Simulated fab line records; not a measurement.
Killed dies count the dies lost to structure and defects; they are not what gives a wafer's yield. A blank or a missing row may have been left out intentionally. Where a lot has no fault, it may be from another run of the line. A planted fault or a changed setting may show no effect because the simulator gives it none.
fab line records	flow gf180mcu
record lots=12	wafers=36	lastDay=34
route steps=602 shown STI@25 MVSD@74 MVPSD@89 DUAL_GATE@154
lots with no fault: from the same line, run without faults
startH: hours from the record's first day to the start of the lot's first wafer shown	waitH: hours elapsed since this lot's preceding step	" the same as in the row above	L1.1+2: several wafers, shown together as one row	- either no value or no given start	* or withheld: withheld	< > ~ a bound
route shown NAME@n: names a module that has steps shown in the file, with the first one's number in the route	usual: mean and standard deviation over wafers with no fault	same: alike in all rows	chamber/n: place in a boat	sites: the reading at each site	_std_site: their standard deviation	_edge_site: inner sites' mean taken away from outer sites' mean	radiusMm: how far each site lies from the wafer's centre	mask NAME#n: copy n	behind: the tool/chamber that last shaped the wafer	hold: the reason the lot was held/the length of the hold in hours/how it ended	device: which transistor (n, p or np) failed to switch	end of line: the same wafers' tests at the end of the route	a step without rows: its recipe alone	killed: at the first sort, the dies lost to defects and structure; wafer yield is something else	map: per-die view of a wafer (x killed, . not killed, _ where there is no die)
set.NAME: the run value of the setting; set.NAME@STEP: its run value at that earlier step	model.NAME: the simulator's own value behind a step, which no gauge read
steps of the route over a sample of lots; a table a step, a row a wafer
services: when a tool's chamber went out of use (startH, in hours from the record's first day, below 0 if earlier), for how many hours, and the reason
## steps
# step GF_STI_THK_MEAS_24
# recipe reads=SiO2_of_STI_CVD_23
# usual STI_CVD_23_THK=648/6.7
lot.wafer	tool	chamber	startH	waitH	STI_CVD_23_THK[nm]
L397.2	filmMetro-01	-	34.32	0.0	656
L397.5	"	-	"	"	662
L397.6	"	-	"	"	659
L399.2	filmMetro-04	-	42.83	0.0	653
L399.5	"	-	"	"	649
L399.6	"	-	"	"	646
L400.1	filmMetro-01	-	49.10	0.0	646
L400.2	"	-	"	"	653
L400.5	"	-	"	"	642
L401.1	filmMetro-02	-	53.72	0.0	633
L401.2	"	-	"	"	638
L401.5	"	-	"	"	642
L402.3	filmMetro-04	-	58.88	0.1	646
L402.4	"	-	"	"	646
L402.5	"	-	"	"	652
L403.1	filmMetro-02	-	64.46	0.0	662
L403.4	"	-	"	"	648
L403.6	"	-	"	"	654
L404.1	filmMetro-02	-	69.34	0.0	643
L404.4	"	-	"	"	647
L404.6	"	-	"	"	643
L411.2	filmMetro-02	-	104.27	0.0	641
L411.4	"	-	"	"	648
L411.5	"	-	"	"	643
L414.2	filmMetro-02	-	120.26	0.1	645
L414.5	"	-	"	"	649
L414.6	"	-	"	"	641
L417.1	filmMetro-01	-	137.33	0.0	657
L417.5	"	-	"	"	656
L417.6	"	-	"	"	658
L418.2	filmMetro-01	-	140.96	0.0	648
L418.3	"	-	"	"	651
L418.5	"	-	"	"	650
L419.2	filmMetro-01	-	145.84	0.0	648
L419.3	"	-	"	"	650
L419.6	"	-	"	"	654
# step GF_MVSD_IMPLANT_08
# recipe species=P	energyKev=400	doseCm2=1.6e+13	tiltDeg=0
# usual doseIonsCm2=1.5999e+13/1.7e+10	faradayCurrentUA=90.2/1.8
# same implantIonAmu=31
lot.wafer	tool	chamber	startH	waitH	doseIonsCm2	faradayCurrentUA
L397.2	implanter-02	0	89.88	0.0	1.6025e+13	88.1
L397.5	"	0	"	"	1.5965e+13	87.5
L397.6	"	0	"	"	1.6009e+13	88.0
L399.2	implanter-02	0	100.73	0.0	1.5975e+13	93.9
L399.5	"	0	"	"	1.6013e+13	91.2
L399.6	"	0	"	"	1.6007e+13	91.1
L400.1	implanter-02	0	106.25	0.0	1.6032e+13	90.4
L400.2	"	0	"	"	1.5991e+13	94.5
L400.5	"	0	"	"	1.5981e+13	90.1
L401.1	implanter-01	0	111.35	0.0	1.6026e+13	87.0
L401.2	"	0	"	"	1.6009e+13	90.7
L401.5	"	0	"	"	1.6005e+13	90.2
L402.3	implanter-02	0	117.94	0.1	1.6016e+13	90.9
L402.4	"	0	"	"	1.6004e+13	91.4
L402.5	"	0	"	"	1.6011e+13	90.7
L403.1	implanter-01	0	124.79	0.0	1.596e+13	91.9
L403.4	"	0	"	"	1.6026e+13	92.6
L403.6	"	0	"	"	1.5987e+13	89.9
L404.1	implanter-02	0	130.54	0.0	1.5969e+13	88.3
L404.4	"	0	"	"	1.5962e+13	92.4
L404.6	"	0	"	"	1.5985e+13	90.3
L411.2	implanter-04	0	169.92	0.0	2.1459e+13	119.3
L411.4	"	0	"	"	2.1462e+13	124.6
L411.5	"	0	"	"	2.1454e+13	118.5
L414.2	implanter-04	0	185.17	0.0	2.1445e+13	118.0
L414.5	"	0	"	"	2.1465e+13	121.2
L414.6	"	0	"	"	2.1465e+13	119.6
L417.1	implanter-02	0	206.24	0.0	1.5986e+13	93.7
L417.5	"	0	"	"	1.6011e+13	90.0
L417.6	"	0	"	"	1.5972e+13	89.5
L418.2	implanter-02	0	209.63	0.0	1.6018e+13	91.1
L418.3	"	0	"	"	1.5998e+13	91.2
L418.5	"	0	"	"	1.6014e+13	88.1
L419.2	implanter-02	0	215.68	0.0	1.5978e+13	88.9
L419.3	"	0	"	"	1.5984e+13	86.1
L419.6	"	0	"	"	1.5987e+13	90.6
# step GF_MVSD_TW_MEAS_11
# usual MVSD_TW=1573/10
lot.wafer	tool	chamber	startH	waitH	MVSD_TW
L397.2	filmMetro-03	-	90.26	0.1	1558
L397.5	"	-	"	"	1565
L397.6	"	-	"	"	1558
L399.2	filmMetro-02	-	101.11	0.1	1574
L399.5	"	-	"	"	1571
L399.6	"	-	"	"	1590
L400.1	filmMetro-02	-	106.65	0.1	1580
L400.2	"	-	"	"	1574
L400.5	"	-	"	"	1568
L401.1	filmMetro-04	-	111.75	0.1	1587
L401.2	"	-	"	"	1583
L401.5	"	-	"	"	1579
L402.3	filmMetro-02	-	118.31	0.1	1570
L402.4	"	-	"	"	1570
L402.5	"	-	"	"	1584
L403.1	filmMetro-04	-	125.19	0.1	1578
L403.4	"	-	"	"	1582
L403.6	"	-	"	"	1575
L404.1	filmMetro-03	-	130.94	0.1	1573
L404.4	"	-	"	"	1573
L404.6	"	-	"	"	1575
L411.2	filmMetro-03	-	170.30	0.1	1695
L411.4	"	-	"	"	1705
L411.5	"	-	"	"	1708
L414.2	filmMetro-04	-	185.55	0.1	1723
L414.5	"	-	"	"	1732
L414.6	"	-	"	"	1730
L417.1	filmMetro-04	-	206.64	0.1	1566
L417.5	"	-	"	"	1570
L417.6	"	-	"	"	1567
L418.2	filmMetro-03	-	210.01	0.1	1580
L418.3	"	-	"	"	1584
L418.5	"	-	"	"	1589
L419.2	filmMetro-02	-	216.06	0.1	1577
L419.3	"	-	"	"	1588
L419.6	"	-	"	"	1582
# step GF_MVPSD_TW_MEAS_11
# usual MVPSD_TW=552.8/2.9
lot.wafer	tool	chamber	startH	waitH	MVPSD_TW
L397.2	filmMetro-04	-	104.80	0.1	552.3
L397.5	"	-	"	"	554.5
L397.6	"	-	"	"	551.7
L399.2	filmMetro-02	-	116.10	0.1	552.7
L399.5	"	-	"	"	555.5
L399.6	"	-	"	"	557.2
L400.1	filmMetro-03	-	121.60	0.1	554.0
L400.2	"	-	"	"	549.7
L400.5	"	-	"	"	551.0
L401.1	filmMetro-02	-	126.88	0.1	554.3
L401.2	"	-	"	"	554.0
L401.5	"	-	"	"	555.7
L402.3	filmMetro-04	-	133.42	0.1	553.0
L402.4	"	-	"	"	554.0
L402.5	"	-	"	"	549.2
L403.1	filmMetro-04	-	140.25	0.1	552.9
L403.4	"	-	"	"	554.1
L403.6	"	-	"	"	551.5
L404.1	filmMetro-04	-	146.69	0.1	556.1
L404.4	"	-	"	"	553.5
L404.6	"	-	"	"	551.7
L411.2	filmMetro-02	-	186.96	0.1	548.7
L411.4	"	-	"	"	554.4
L411.5	"	-	"	"	551.1
L414.2	filmMetro-02	-	203.35	0.1	551.6
L414.5	"	-	"	"	551.6
L414.6	"	-	"	"	553.6
L417.1	filmMetro-02	-	223.89	0.1	557.6
L417.5	"	-	"	"	554.8
L417.6	"	-	"	"	555.6
L418.2	filmMetro-02	-	227.98	0.1	550.8
L418.3	"	-	"	"	553.4
L418.5	"	-	"	"	557.1
L419.2	filmMetro-02	-	234.61	0.1	555.6
L419.3	"	-	"	"	556.2
L419.6	"	-	"	"	556.1
# step GF_VT_IMPLANT_RS_MEAS_46
# recipe thkMeasGauge=four-point-probe
# usual MVSD_RS=455.9/1.1
lot.wafer	tool	chamber	startH	waitH	MVSD_RS[ohm/sq]
L397.2	filmMetro-02	-	166.34	0.1	456.6
L397.5	"	-	"	"	457.2
L397.6	"	-	"	"	457.1
L399.2	filmMetro-02	-	178.57	0.1	456.1
L399.5	"	-	"	"	456.1
L399.6	"	-	"	"	456.9
L400.1	filmMetro-02	-	184.96	0.1	454.8
L400.2	"	-	"	"	456.7
L400.5	"	-	"	"	456.5
L401.1	filmMetro-02	-	189.71	0.1	455.1
L401.2	"	-	"	"	457.4
L401.5	"	-	"	"	455.1
L402.3	filmMetro-04	-	198.26	0.1	454.3
L402.4	"	-	"	"	453.0
L402.5	"	-	"	"	454.1
L403.1	filmMetro-03	-	206.56	0.1	457.8
L403.4	"	-	"	"	456.8
L403.6	"	-	"	"	456.8
L404.1	filmMetro-02	-	214.02	0.1	455.8
L404.4	"	-	"	"	455.7
L404.6	"	-	"	"	456.1
L411.2	filmMetro-04	-	258.27	0.1	395.1
L411.4	"	-	"	"	394.5
L411.5	"	-	"	"	392.9
L414.2	filmMetro-03	-	276.22	0.1	394.7
L414.5	"	-	"	"	393.8
L414.6	"	-	"	"	393.4
L417.1	filmMetro-02	-	299.61	0.1	457.1
L417.5	"	-	"	"	457.7
L417.6	"	-	"	"	458.5
L418.2	filmMetro-03	-	303.82	0.1	456.1
L418.3	"	-	"	"	456.1
L418.5	"	-	"	"	454.4
L419.2	filmMetro-04	-	311.02	0.1	454.9
L419.3	"	-	"	"	455.6
L419.6	"	-	"	"	455.2
# step GF_DUAL_GATE_STRIP_13
# recipe chemistry=O2/N2	powerW=1400	pressureMtorr=1500	platenTempC=250	o2FlowSccm=3000	n2FlowSccm=300	overashFraction=0.5
# usual drypumpMotorCurrentA=5.8/0.44	heaterPowerW=301/33	n2FlowSccm=299.9/0.86	oesProductAu=0.717/0.005	platenTempC=249.98/0.2	stripTimeToEndpointS=12.62/0.036
# same overashFraction=0.5
lot.wafer	tool	chamber	startH	waitH	drypumpMotorCurrentA	heaterPowerW	n2FlowSccm	oesProductAu	platenTempC	rfHoursCounterH	stripTimeToEndpointS
L397.2	plasmaAsher-02	0	184.48	0.0	6.1	352	300.4	0.710	250.00	7	12.65
L397.5	"	0	"	"	6.1	344	300.4	0.717	249.74	-	12.65
L397.6	"	1	"	"	5.6	345	301.1	0.714	249.59	-	12.64
L399.2	plasmaAsher-01	0	198.07	0.0	6.1	287	300.7	0.720	249.85	54	12.66
L399.5	"	1	"	"	6.2	271	300.8	0.726	249.97	-	12.70
L399.6	"	0	"	"	6.1	284	300.4	0.716	249.60	-	12.70
L400.1	plasmaAsher-01	0	205.22	0.0	6.1	282	300.5	0.713	249.99	55	12.67
L400.2	"	1	"	"	6.2	267	300.3	0.716	250.03	55	12.67
L400.5	"	0	"	"	6.1	279	300.9	0.724	250.00	-	12.66
L401.1	plasmaAsher-01	1	210.08	0.0	6.2	277	299.7	0.717	249.78	55	12.62
L401.2	"	0	"	"	6.1	283	300.4	0.714	250.11	55	12.58
L401.5	"	0	"	"	6.1	284	299.2	0.719	249.89	-	12.59
L402.3	plasmaAsher-03	1	219.02	0.0	5.4	320	299.7	0.712	250.17	-	12.62
L402.4	"	0	"	"	4.9	345	300.3	0.710	249.97	-	12.61
L402.5	"	0	"	"	4.9	337	298.9	0.723	249.72	-	12.63
L403.1	plasmaAsher-03	0	227.33	0.0	4.9	342	297.7	0.718	250.00	56	12.59
L403.4	"	0	"	"	4.9	337	298.9	0.719	250.04	-	12.67
L403.6	"	1	"	"	5.4	325	301.2	0.716	249.86	-	12.65
L404.1	plasmaAsher-01	0	234.27	0.0	6.1	284	299.5	0.709	250.53	57	12.63
L404.4	"	0	"	"	6.1	289	299.6	0.718	250.30	-	12.63
L404.6	"	1	"	"	6.2	265	299.1	0.725	250.18	-	12.64
L411.2	plasmaAsher-01	0	280.43	0.0	6.0	281	299.8	0.716	250.16	62	12.60
L411.4	"	1	"	"	6.2	267	299.6	0.716	250.22	-	12.59
L411.5	"	1	"	"	6.1	270	300.2	0.716	249.93	-	12.57
L414.2	plasmaAsher-02	0	300.73	0.0	6.1	347	299.7	0.722	250.07	19	12.57
L414.5	"	0	"	"	6.1	354	300.2	0.715	249.92	-	12.60
L414.6	"	1	"	"	5.6	337	297.2	0.712	249.96	-	12.62
L417.1	plasmaAsher-01	1	322.36	0.0	6.2	267	298.9	0.716	250.12	67	12.63
L417.5	"	0	"	"	6.1	280	300.8	0.725	250.16	-	12.61
L417.6	"	1	"	"	6.2	266	300.6	0.713	249.96	-	12.62
L418.2	plasmaAsher-02	0	327.42	0.0	6.1	347	298.8	0.708	249.70	22	12.57
L418.3	"	1	"	"	5.6	339	300.6	0.726	250.11	-	12.59
L418.5	"	0	"	"	6.1	347	299.4	0.712	249.77	-	12.56
L419.2	plasmaAsher-01	0	334.32	0.0	6.0	275	299.1	0.711	249.59	68	12.62
L419.3	"	0	"	"	6.0	274	301.0	0.717	249.91	-	12.67
L419.6	"	1	"	"	6.2	269	300.2	0.717	250.21	-	12.63
## services
tool	chamber	startH	hours	kind
plasmaAsher-03	-	97.82	5.0	repair
implanter-02	-	101.02	4.5	pm
plasmaAsher-02	-	108.75	9.0	pm
plasmaAsher-02	0	108.75	9.0	ventCycle
plasmaAsher-02	1	108.75	9.0	ventCycle
plasmaAsher-02	0	117.75	-	clean
plasmaAsher-02	1	117.75	-	clean
implanter-02	-	156.40	3.3	repair
implanter-01	-	159.61	5.5	pm
plasmaAsher-03	-	180.49	1.7	repair
implanter-02	-	194.91	2.0	repair
plasmaAsher-03	-	201.89	1.6	repair
plasmaAsher-01	-	222.06	4.3	pm
implanter-02	-	297.09	5.7	pm
plasmaAsher-03	-	301.29	2.8	pm
implanter-02	-	313.90	1.6	repair
implanter-04	-	319.04	4.6	repair
plasmaAsher-01	-	333.18	0.9	repair
## key
firstSign step=GF_MVSD_IMPLANT_08	reading=doseIonsCm2	direction=up	sigmas=99+	usual=1.5999e+13	struck=2.1458e+13
effect step=GF_MVSD_IMPLANT_08	reading=faradayCurrentUA	direction=up	sigmas=17	usual=90.2	struck=120.2
effect step=GF_MVSD_TW_MEAS_11	reading=MVSD_TW	direction=up	sigmas=14	usual=1573	struck=1715
effect step=GF_VT_IMPLANT_RS_MEAS_46	reading=MVSD_RS	direction=down	sigmas=54	usual=455.9	struck=394.1
metAt GF_MVSD_IMPLANT_08
struckLots L411,L414
testerLeftOut L411,L414
notActingAt GF_STI_THK_MEAS_24,GF_MVPSD_TW_MEAS_11,GF_DUAL_GATE_STRIP_13
fault kind=processParameterDrift	tool=implanter-04	chamber=-	onsetH=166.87	steps=GF_MVSD_IMPLANT_08	channel=doseCm2	offset=5.4424e+12	shape=step	endH=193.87	actsIn=theseRecipesOnly	stated=1.6e+13
# testerLeftOut: of these lots the tester's yield and bins aren't shown, on N5 and GAA mostly nor the transistor test; their killed dies are dies lost to structure and defects alone, not to doping, threshold or leakage, so they don't give the yield
